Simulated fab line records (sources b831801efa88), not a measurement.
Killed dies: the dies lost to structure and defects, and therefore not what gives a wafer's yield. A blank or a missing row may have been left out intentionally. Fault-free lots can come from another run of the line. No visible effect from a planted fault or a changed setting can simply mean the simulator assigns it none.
Which tool is to blame?    flow gf180mcu    7 lots with 21 wafers sampled at 2 steps, on a route of 602 steps

WHAT THE GAUGES READ, wafer by wafer
GF_SAB_CD_MEAS_09: target cd 420 nm.
lot   measured      on         cd-nm (nm)
L931  day 17 04:19  cd-sem-01  418.4 420.9 418.9
L933  day 18 00:47  cd-sem-02  419.2 418.6 421.0
L940  day 20 09:23  cd-sem-01  422.4 422.3 422.7
L943  day 21 09:12  cd-sem-02  419.3 420.5 420.9
L945  day 22 04:47  cd-sem-01  419.9 421.2 418.8
L947  day 22 20:40  cd-sem-01  416.8 416.4 418.4
L949  day 23 11:01  cd-sem-02  419.3 417.5 420.5

WHICH TOOL RAN EACH LOT (tool, then ch and the chambers of the sampled wafers, then the start)
lot   GF_HV_LDD_IMPLANT_48
L931  implanter-01 ch 0, day 14 04:26
L933  implanter-01 ch 0, day 15 01:29
L940  implanter-02 ch 0, day 17 05:35
L943  implanter-04 ch 0, day 18 04:32
L945  implanter-04 ch 0, day 18 23:49
L947  implanter-01 ch 0, day 19 15:56
L949  implanter-01 ch 0, day 20 07:33
- GF_HV_LDD_IMPLANT_48

THE ANSWER, worked out from the rows above alone
Rule: the usual values come from the lots themselves. Put in order of their means at a reading, lots are off if they are a third of the lots or fewer, leave a main group of 4 or more, and stand apart from it by a gap of 3 or more times the standard deviation of the main group's means; of several such gaps the widest counts. The tables above print the reading to a certain number of digits; a main group whose means all agree to those digits is not used. A lot without any number at a reading at which 4 lots or more have one is off too. The other lots that the step has rows for count as sound.
None of the lots is off at any reading shown; this tells nothing.

WHAT THE SIMULATOR PUT IN
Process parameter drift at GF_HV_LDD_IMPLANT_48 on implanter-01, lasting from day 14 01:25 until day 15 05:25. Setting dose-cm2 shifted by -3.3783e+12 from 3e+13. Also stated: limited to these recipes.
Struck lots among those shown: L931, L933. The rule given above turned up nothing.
